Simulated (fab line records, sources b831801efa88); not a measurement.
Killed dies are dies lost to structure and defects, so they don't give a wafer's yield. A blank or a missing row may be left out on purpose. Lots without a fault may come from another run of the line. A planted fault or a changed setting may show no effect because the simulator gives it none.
Chamber matching | flow gf180mcu | GF_V2_ETCH_16 on rie_diel-01: 4 sister chambers
The step etches BARC in N2/H2. 8 wafers are shown with their chamber, then 11 later ones without.

WAFERS WITH THEIR CHAMBER
wafer  | chamber | drypump_motor_current_A (A) | throttle_valve_pct (%)
L080.2 | 2       | 5.55                        | 13.206
L083.5 | 1       | 5.35                        | 13.223
L084.1 | 0       | 5.73                        | 13.227
L084.6 | 3       | 5.34                        | 13.236
L086.1 | 0       | 5.72                        | 13.227
L086.2 | 2       | 5.53                        | 13.214
L086.3 | 3       | 5.33                        | 13.233
L086.4 | 1       | 5.34                        | 13.227

WAFERS WITHOUT THEIR CHAMBER
wafer  | drypump_motor_current_A (A) | throttle_valve_pct (%)
L086.5 | 5.57                        | 13.241
L086.6 | 5.32                        | 13.232
L093.2 | 5.72                        | 13.223
L093.5 | 5.73                        | 13.221
L093.6 | 5.32                        | 13.230
L094.1 | 5.55                        | 13.226
L094.5 | 5.51                        | 13.227
L094.6 | 5.37                        | 13.230
L096.1 | 5.36                        | 13.222
L096.3 | 5.33                        | 13.228
L096.6 | 5.71                        | 13.204

WHICH CHAMBER EACH WENT THROUGH
wafer  | from the rows above     | in truth
L086.5 | 2                       | 2
L086.6 | can't be placed: 3 or 1 | 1
L093.2 | 0                       | 0
L093.5 | 0                       | 0
L093.6 | can't be placed: 3 or 1 | 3
L094.1 | 2                       | 2
L094.5 | 2                       | 2
L094.6 | can't be placed: 1 or 3 | 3
L096.1 | 1                       | 1
L096.3 | can't be placed: 1 or 3 | 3
L096.6 | 0                       | 0
Placed correctly: 7 of 11. Can't be placed from these rows: 4 (the true chamber is among the candidates in 4). Placed wrongly: 0.
How it was worked out, from the rows above alone: a wafer's distance from a chamber is the root of the sum, over the readings, of the square of ((its reading less the chamber's mean) divided by the reading's scatter). The wafer belongs to the nearest chamber; if the next one is less than 2 further off, it can't be placed. A chamber's mean is the mean of its shown wafers. The scatter: the root of (the sum of the squares of (reading less its chamber's mean) over the shown wafers, divided by (wafers less chambers)).
